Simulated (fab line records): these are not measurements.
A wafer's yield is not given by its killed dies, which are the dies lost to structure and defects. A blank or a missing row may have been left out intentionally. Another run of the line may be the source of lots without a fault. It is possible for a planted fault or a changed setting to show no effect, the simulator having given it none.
fab line records	flow sfqLine
record lots=13	wafers=39	lastDay=92
route steps=325 shown M4@149 I4@175 JJ@182
lots with no fault: from the same line, run without faults
startH: start of the lot's first displayed wafer, in hours after the record's first day	waitH: hours from the lot's prior step to this one	" as in the row above	L1.1+2: one row covering several wafers at once	- either no value or no given start	* or withheld: withheld	< > ~ a bound
route shown NAME@n: names a module that has steps shown in the file, with the first one's number in the route	usual: mean and standard deviation over wafers with no fault	same: alike in all rows	chamber/n: place in a boat	sites: per-site readings	_std_site: the values' standard deviation	_edge_site: mean of outer sites minus mean of inner sites	radiusMm: for every site, how far away it sits from the centre of the wafer	mask NAME#n: copy n	behind: tool/chamber where the wafer was last shaped	hold: what put the lot on hold/how long, in hours/how the hold closed	device: the n, p or np transistor that did not switch	end of line: the route-end tests of the same wafers	step lacking rows: just its recipe	killed: count of dies lost to structure and defects at first sort (not the wafer's yield)	map: per-die view of a wafer (x killed, . not killed, _ where there is no die)
set.NAME: the setting the step ran with; set.NAME@STEP: the setting that earlier step ran with	model.NAME: the simulator's own value behind a step, which no gauge read
steps of the route over a sample of lots; a table a step, a row a wafer
services: the hour from which a tool's chamber was out of use, counted from the record's first day as startH (under 0 if before that day), plus the number of hours and why
## steps
# step SFQ_TRILAYER_M4_DEP_SPUTTER_091
# recipe material=Nb	basePressurePa=1.33e-06	chamberPressurePa=0.1333	substrateTempC=20	resputterCathodeVoltageV=400	targetThkNm=200	powerW=2000	timeS=133.3
# usual throttleValvePct=30.0/1.1
lot.wafer	tool	chamber	startH	waitH	throttleValvePct
L809.2	pvdSputter-05	-	1025.82	0.0	28.5
L809.5	"	-	"	"	28.3
L809.6	"	-	"	"	31.1
L810.2	pvdSputter-03	-	1031.82	0.0	31.7
L810.5	"	-	"	"	29.8
L810.6	"	-	"	"	31.8
L811.1	pvdSputter-03	-	1039.02	0.0	31.7
L811.4	"	-	"	"	28.8
L811.5	"	-	"	"	29.8
L812.3	pvdSputter-05	-	1046.22	0.0	28.5
L812.4	"	-	"	"	30.7
L812.6	"	-	"	"	31.0
L813.4	pvdSputter-06	-	1055.94	0.0	28.9
L813.5	"	-	"	"	30.3
L813.6	"	-	"	"	31.4
L822.3	pvdSputter-05	-	1132.46	0.0	30.9
L822.4	"	-	"	"	30.2
L822.5	"	-	"	"	28.5
L823.3	pvdSputter-03	-	1139.66	0.0	30.7
L823.5	"	-	"	"	29.7
L823.6	"	-	"	"	28.8
L825.2	pvdSputter-03	-	1172.56	0.0	31.7
L825.3	"	-	"	"	30.8
L825.6	"	-	"	"	28.5
L828.2	pvdSputter-03	-	1184.46	0.0	31.7
L828.5	"	-	"	"	30.7
L828.6	"	-	"	"	31.6
L829.1	pvdSputter-06	-	1203.66	0.0	29.2
L829.3	"	-	"	"	28.8
L829.5	"	-	"	"	30.5
L830.2	pvdSputter-06	-	1220.46	0.0	31.4
L830.4	"	-	"	"	29.0
L830.6	"	-	"	"	28.8
L831.3	pvdSputter-06	-	1227.66	0.0	30.2
L831.4	"	-	"	"	28.9
L831.5	"	-	"	"	31.3
L832.2	pvdSputter-03	-	1236.06	0.0	30.5
L832.3	"	-	"	"	30.0
L832.5	"	-	"	"	30.8
# step SFQ_M4_RS_MEAS_924
# recipe thkMeasGauge=four-point-probe	reads=Nb_of_TRILAYER_M4_DEP_SPUTTER_091
# usual M4_NB_RS=0.894/0.0094
lot.wafer	tool	chamber	startH	waitH	M4_NB_RS[ohm/sq]
L809.2	filmMetro-03	-	1025.93	0.1	0.895
L809.5	"	-	"	"	0.888
L809.6	"	-	"	"	0.881
L810.2	filmMetro-01	-	1031.93	0.1	0.886
L810.5	"	-	"	"	0.888
L810.6	"	-	"	"	0.891
L811.1	filmMetro-01	-	1039.11	0.0	0.905
L811.4	"	-	"	"	0.899
L811.5	"	-	"	"	0.896
L812.3	filmMetro-01	-	1046.35	0.1	0.911
L812.4	"	-	"	"	0.899
L812.6	"	-	"	"	0.891
L813.4	filmMetro-02	-	1056.09	0.1	0.883
L813.5	"	-	"	"	0.885
L813.6	"	-	"	"	0.897
L822.3	filmMetro-02	-	1132.59	0.1	0.895
L822.4	"	-	"	"	0.896
L822.5	"	-	"	"	0.897
L823.3	filmMetro-03	-	1139.79	0.1	0.886
L823.5	"	-	"	"	0.890
L823.6	"	-	"	"	0.888
L825.2	filmMetro-02	-	1172.69	0.1	0.885
L825.3	"	-	"	"	0.894
L825.6	"	-	"	"	0.885
L828.2	filmMetro-01	-	1184.57	0.1	0.892
L828.5	"	-	"	"	0.903
L828.6	"	-	"	"	0.887
L829.1	filmMetro-03	-	1203.75	0.0	0.882
L829.3	"	-	"	"	0.898
L829.5	"	-	"	"	0.893
L830.2	filmMetro-02	-	1220.57	0.1	0.881
L830.4	"	-	"	"	0.869
L830.6	"	-	"	"	0.874
L831.3	filmMetro-02	-	1227.79	0.1	0.901
L831.4	"	-	"	"	0.893
L831.5	"	-	"	"	0.898
L832.2	filmMetro-03	-	1236.17	0.1	0.894
L832.3	"	-	"	"	0.902
L832.5	"	-	"	"	0.897
# step SFQ_TRILAYER_I4_VIA_ETCH_VIA_ETCH_106
# recipe target=SiO2	stopOn=Nb	maskMaterial=PR	taperDeg=20	chemistry=CHF3	targetDepthNm=260	sourceW=500	biasW=80	pressureMtorr=30	timeS=withheld
# usual chamberPressureMTorr=30.003/0.027	drypumpMotorCurrentA=5.8/0.41	oesProductAu=0.853/0.0051
lot.wafer	tool	chamber	startH	waitH	chamberPressureMTorr	drypumpMotorCurrentA	oesProductAu
L809.2	rieDiel-01	1	1190.75	0.0	29.974	5.4	0.849
L809.5	"	1	"	"	29.966	5.4	0.854
L809.6	"	0	"	"	29.979	5.6	0.854
L810.2	rieDiel-02	2	1193.15	0.0	29.991	6.1	0.854
L810.5	"	1	"	"	30.009	5.6	0.843
L810.6	"	2	"	"	30.028	6.1	0.852
L811.1	rieDiel-02	3	1195.55	0.0	29.991	5.6	0.858
L811.4	"	0	"	"	29.982	5.6	0.856
L811.5	"	2	"	"	29.977	6.1	0.853
L812.3	rieDiel-01	0	1196.75	0.0	30.060	5.6	0.848
L812.4	"	2	"	"	29.965	5.9	0.844
L812.6	"	3	"	"	29.991	6.7	0.861
L813.4	rieDiel-03	1	1200.35	0.0	30.001	6.5	0.854
L813.5	"	2	"	"	30.027	5.9	0.869
L813.6	"	1	"	"	29.987	6.5	0.862
L822.3	rieDiel-03	0	1266.47	0.0	30.002	5.3	0.852
L822.4	"	1	"	"	29.955	6.5	0.847
L822.5	"	0	"	"	30.037	5.3	0.856
L823.3	rieDiel-02	1	1272.47	0.0	29.959	5.6	0.844
L823.5	"	0	"	"	30.023	5.6	0.852
L823.6	"	3	"	"	30.007	5.6	0.855
L825.2	rieDiel-01	0	1402.40	0.0	30.008	5.6	0.854
L825.3	"	2	"	"	30.006	5.9	0.861
L825.6	"	3	"	"	29.983	6.7	0.851
L828.2	rieDiel-01	3	1414.53	0.0	30.032	6.7	0.852
L828.5	"	1	"	"	29.945	5.4	0.848
L828.6	"	2	"	"	29.954	5.9	0.851
L829.1	rieDiel-02	3	1466.80	0.0	30.013	5.6	0.855
L829.3	"	1	"	"	30.036	5.6	0.849
L829.5	"	0	"	"	30.028	5.6	0.849
L830.2	rieDiel-03	1	1481.20	0.0	29.959	6.5	0.852
L830.4	"	0	"	"	30.008	5.3	0.847
L830.6	"	2	"	"	30.041	5.9	0.857
L831.3	rieDiel-01	1	1490.93	0.0	30.041	5.3	0.848
L831.4	"	2	"	"	30.020	5.9	0.852
L831.5	"	0	"	"	30.021	5.6	0.846
L832.2	rieDiel-03	1	1494.40	0.0	29.993	6.5	0.852
L832.3	"	0	"	"	29.997	5.3	0.849
L832.5	"	3	"	"	30.030	5.6	0.852
# step SFQ_TRILAYER_JJ_TRILAYER_DEP_SPUTTER_112
# recipe material=Nb	basePressurePa=1.33e-06	chamberPressurePa=0.1333	substrateTempC=20	targetThkNm=170	powerW=2000	timeS=113.3
# usual throttleValvePct=30.4/0.98
lot.wafer	tool	chamber	startH	waitH	throttleValvePct
L809.2	pvdSputter-04	-	1192.76	0.5	30.8
L809.5	"	-	"	"	30.8
L809.6	"	-	"	"	30.7
L810.2	pvdSputter-04	-	1195.16	0.5	30.8
L810.5	"	-	"	"	30.9
L810.6	"	-	"	"	30.9
L811.1	pvdSputter-05	-	1197.56	0.5	30.0
L811.4	"	-	"	"	30.7
L811.5	"	-	"	"	31.1
L812.3	pvdSputter-04	-	1198.76	0.5	30.6
L812.4	"	-	"	"	29.2
L812.6	"	-	"	"	29.0
L813.4	pvdSputter-03	-	1202.36	0.5	29.0
L813.5	"	-	"	"	30.5
L813.6	"	-	"	"	31.7
L822.3	pvdSputter-04	-	1268.48	0.5	29.2
L822.4	"	-	"	"	30.9
L822.5	"	-	"	"	30.9
L823.3	pvdSputter-05	-	1274.48	0.5	28.1
L823.5	"	-	"	"	30.9
L823.6	"	-	"	"	31.0
L825.2	pvdSputter-04	-	1404.41	0.5	29.2
L825.3	"	-	"	"	31.4
L825.6	"	-	"	"	30.9
L828.2	pvdSputter-04	-	1416.54	0.5	30.9
L828.5	"	-	"	"	29.3
L828.6	"	-	"	"	30.8
L829.1	pvdSputter-05	-	1468.83	0.5	31.1
L829.3	"	-	"	"	31.4
L829.5	"	-	"	"	31.0
L830.2	pvdSputter-04	-	1483.22	0.5	31.2
L830.4	"	-	"	"	29.0
L830.6	"	-	"	"	29.0
L831.3	pvdSputter-05	-	1493.42	0.5	28.0
L831.4	"	-	"	"	30.7
L831.5	"	-	"	"	30.9
L832.2	pvdSputter-05	-	1496.42	0.5	28.4
L832.3	"	-	"	"	30.9
L832.5	"	-	"	"	30.2
# step SFQ_JJ_RS_MEAS_929
# recipe thkMeasGauge=four-point-probe	reads=Nb_of_TRILAYER_JJ_TRILAYER_DEP_SPUTTER_112
# usual JJ_NB_RS=1.050/0.013
lot.wafer	tool	chamber	startH	waitH	JJ_NB_RS[ohm/sq]
L809.2	filmMetro-01	-	1192.86	0.1	1.031
L809.5	"	-	"	"	1.047
L809.6	"	-	"	"	1.045
L810.2	filmMetro-03	-	1195.26	0.1	1.044
L810.5	"	-	"	"	1.048
L810.6	"	-	"	"	1.041
L811.1	filmMetro-01	-	1197.64	0.0	1.043
L811.4	"	-	"	"	1.027
L811.5	"	-	"	"	1.042
L812.3	filmMetro-03	-	1198.88	0.1	1.046
L812.4	"	-	"	"	1.045
L812.6	"	-	"	"	1.051
L813.4	filmMetro-03	-	1202.50	0.1	1.036
L813.5	"	-	"	"	1.035
L813.6	"	-	"	"	1.022
L822.3	filmMetro-04	-	1268.60	0.1	1.049
L822.4	"	-	"	"	0.948
L822.5	"	-	"	"	1.050
L823.3	filmMetro-01	-	1274.60	0.1	1.030
L823.5	"	-	"	"	1.025
L823.6	"	-	"	"	1.030
L825.2	filmMetro-03	-	1404.51	0.1	1.055
L825.3	"	-	"	"	1.046
L825.6	"	-	"	"	1.068
L828.2	filmMetro-04	-	1416.64	0.1	1.059
L828.5	"	-	"	"	1.026
L828.6	"	-	"	"	1.035
L829.1	filmMetro-01	-	1468.91	0.0	1.059
L829.3	"	-	"	"	1.072
L829.5	"	-	"	"	1.061
L830.2	filmMetro-01	-	1483.31	0.1	1.047
L830.4	"	-	"	"	1.044
L830.6	"	-	"	"	1.044
L831.3	filmMetro-01	-	1493.54	0.1	1.027
L831.4	"	-	"	"	1.024
L831.5	"	-	"	"	1.041
L832.2	filmMetro-01	-	1496.51	0.1	1.042
L832.3	"	-	"	"	1.057
L832.5	"	-	"	"	1.046
## services
tool	chamber	startH	hours	kind
rieDiel-02	2	1016.32	2.4	repair
rieDiel-03	2	1018.31	3.8	repair
pvdSputter-03	-	1026.68	4.4	repair
rieDiel-02	3	1045.49	34.7	repair
pvdSputter-06	-	1047.91	2.0	repair
rieDiel-03	0	1048.70	6.8	repair
rieDiel-02	2	1072.22	6.4	repair
rieDiel-03	1	1106.00	12.7	repair
rieDiel-01	1	1116.41	9.3	repair
rieDiel-01	2	1121.71	2.2	repair
pvdSputter-03	-	1185.53	2.1	repair
pvdSputter-03	-	1246.08	3.9	repair
pvdSputter-03	-	1285.59	9.6	repair
rieDiel-01	2	1289.25	14.8	repair
pvdSputter-05	-	1307.48	6.8	repair
rieDiel-01	2	1319.23	8.5	repair
pvdSputter-04	-	1335.63	0.8	repair
rieDiel-01	1	1345.90	3.4	repair
pvdSputter-05	-	1389.30	0.8	repair
pvdSputter-04	-	1405.97	4.9	repair
rieDiel-01	-	1440.12	0.9	repair
rieDiel-01	-	1477.69	0.2	repair
rieDiel-01	3	1483.35	2.8	repair
pvdSputter-03	-	1491.71	14.7	repair
## key
firstSign step=SFQ_JJ_RS_MEAS_929	reading=JJ_NB_RS	direction=down	sigmas=7.8	usual=1.050	struck=0.948
effect none on later readings
metAt SFQ_TRILAYER_JJ_TRILAYER_DEP_SPUTTER_112
struckLots L822
struckWafers L822.4
notActingAt SFQ_TRILAYER_M4_DEP_SPUTTER_091,SFQ_M4_RS_MEAS_924,SFQ_TRILAYER_I4_VIA_ETCH_VIA_ETCH_106
onsetBetween 1198.76 1268.48
fault kind=processParameterDrift	tool=pvdSputter-04	chamber=-	onsetH=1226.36	steps=SFQ_TRILAYER_JJ_TRILAYER_DEP_SPUTTER_112	channel=timeS	offset=*	shape=step	endH=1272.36	scope=struckWafersOnly	actsIn=*	stated=*
